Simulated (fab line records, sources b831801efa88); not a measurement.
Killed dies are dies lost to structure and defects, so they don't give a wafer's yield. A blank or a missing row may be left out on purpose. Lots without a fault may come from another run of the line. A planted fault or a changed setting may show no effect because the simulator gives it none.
Which tool did it? | flow gf180mcu | 13 lots, 39 wafers sampled, at 2 steps of a route of 602

WHAT THE GAUGES READ, wafer by wafer
GF_SAB_CD_MEAS_09: target cd 420 nm. Usual: cd_nm 420.1 nm, standard deviation 2.
lot  | measured     | on        | cd_nm (nm)        | flag
L374 | day 15 05:36 | cd_sem-02 | 421.1 421.0 420.7 |
L377 | day 16 04:00 | cd_sem-02 | 418.6 417.7 417.4 |
L382 | day 18 04:21 | cd_sem-02 | 420.9 420.0 419.3 |
L384 | day 18 18:25 | cd_sem-01 | 418.2 419.7 417.4 |
L385 | day 19 10:42 | cd_sem-01 | 420.5 420.0 420.6 |
L387 | day 19 22:03 | cd_sem-02 | 417.1 415.6 419.1 |
L389 | day 20 15:04 | cd_sem-02 | 422.1 422.1 418.9 |
L391 | day 21 14:19 | cd_sem-01 | 416.6 417.8 417.5 |
L392 | day 21 14:55 | cd_sem-01 | 420.5 420.9 423.6 |
L394 | day 22 02:34 | cd_sem-01 | 421.0 422.4 420.9 |
L395 | day 22 18:52 | cd_sem-01 | 420.8 421.8 423.1 |
L396 | day 23 00:02 | cd_sem-01 | 420.3 418.6 417.3 |
L397 | day 23 07:06 | cd_sem-01 | 422.2 422.1 424.1 |

WHICH TOOL RAN EACH LOT (tool, then ch and the chambers of the sampled wafers, then the start)
lot  | GF_HV_LDD_STRIP_37
L374 | plasma_asher-02 ch 0,1, day 11 15:55
L377 | plasma_asher-03 ch 0,1, day 12 12:58
L382 | plasma_asher-02 ch 0,1, day 14 07:07
L384 | plasma_asher-02 ch 0,1, day 14 19:40
L385 | plasma_asher-04 ch 0,1, day 15 10:30
L387 | plasma_asher-04 ch 0,1, day 15 18:58
L389 | plasma_asher-03 ch 0,1, day 16 11:08
L391 | plasma_asher-03 ch 0, day 17 10:04
L392 | plasma_asher-04 ch 0,1, day 17 10:12
L394 | plasma_asher-03 ch 0,1, day 17 23:30
L395 | plasma_asher-02 ch 1, day 18 14:57
L396 | plasma_asher-02 ch 0,1, day 18 20:41
L397 | plasma_asher-04 ch 0,1, day 19 04:15
- GF_HV_LDD_STRIP_37: strips in O2/N2.

WHAT THE TOOLS THEMSELVES READ (means of the sampled wafers that have a number; where no wafer has one, the mark that the record gives instead)
GF_HV_LDD_STRIP_37. Usual: drypump_motor_current_A 5.8 A, standard deviation 0.43; heater_power_w 313 W, standard deviation 14; n2_flow_sccm 299.9 sccm, standard deviation 0.87; o2_flow_sccm 3001 sccm, standard deviation 8.2; oes_product_au 0.716 a.u., standard deviation 0.0046; strip_time_to_endpoint_s 12.62 s, standard deviation 0.031.
lot  | tool            | drypump_motor_current_A (A) | heater_power_w (W) | n2_flow_sccm (sccm) | o2_flow_sccm (sccm) | oes_product_au (a.u.) | strip_time_to_endpoint_s (s) | flag
L374 | plasma_asher-02 | 5.9                         | 308                | 299.7               | 3006                | 0.721                 | 12.60                        |
L377 | plasma_asher-03 | 5.4                         | 296                | 299.7               | 3001                | 0.715                 | 12.59                        |
L382 | plasma_asher-02 | 5.8                         | 309                | 299.7               | 3003                | 0.664                 | 12.61                        | OFF
L384 | plasma_asher-02 | 5.9                         | 313                | 299.7               | 2997                | 0.661                 | 12.66                        | OFF
L385 | plasma_asher-04 | 6.3                         | 326                | 299.1               | 3008                | 0.713                 | 12.64                        |
L387 | plasma_asher-04 | 6.3                         | 328                | 300.6               | 2992                | 0.720                 | 12.65                        |
L389 | plasma_asher-03 | 5.6                         | 305                | 300.4               | 3003                | 0.717                 | 12.63                        |
L391 | plasma_asher-03 | 5.9                         | 306                | 299.8               | 2999                | 0.720                 | 12.57                        |
L392 | plasma_asher-04 | 6.2                         | 327                | 299.9               | 3005                | 0.712                 | 12.60                        |
L394 | plasma_asher-03 | 5.4                         | 296                | 300.3               | 2996                | 0.717                 | 12.63                        |
L395 | plasma_asher-02 | 6.2                         | 323                | 301.2               | 3011                | 0.714                 | 12.61                        |
L396 | plasma_asher-02 | 5.8                         | 315                | 299.7               | 3005                | 0.715                 | 12.61                        |
L397 | plasma_asher-04 | 6.2                         | 323                | 299.9               | 2991                | 0.715                 | 12.62                        |

THE ANSWER, worked out from the rows above alone
Rule: a lot is off if the mean of its wafers that have a number lies more than 3 standard deviations from the usual mean. A lot without any number at a reading at which 4 lots or more have one is off too. The other lots that the step has rows for count as sound. The gauges are gone through in route order, then the tools' own readings, and for those a lot's mean is taken as printed above. The first step at which some lot is off is used, and at that step the reading that is off furthest; a lot without a number counts as furthest.
Off: L382, L384, at GF_HV_LDD_STRIP_37 (oes_product_au).
A tool fits if, at that step or a process step before it, it ran every lot that is off, and no sound lot after the first of them. None of those tried fits.

WHAT THE SIMULATOR HAD PUT IN
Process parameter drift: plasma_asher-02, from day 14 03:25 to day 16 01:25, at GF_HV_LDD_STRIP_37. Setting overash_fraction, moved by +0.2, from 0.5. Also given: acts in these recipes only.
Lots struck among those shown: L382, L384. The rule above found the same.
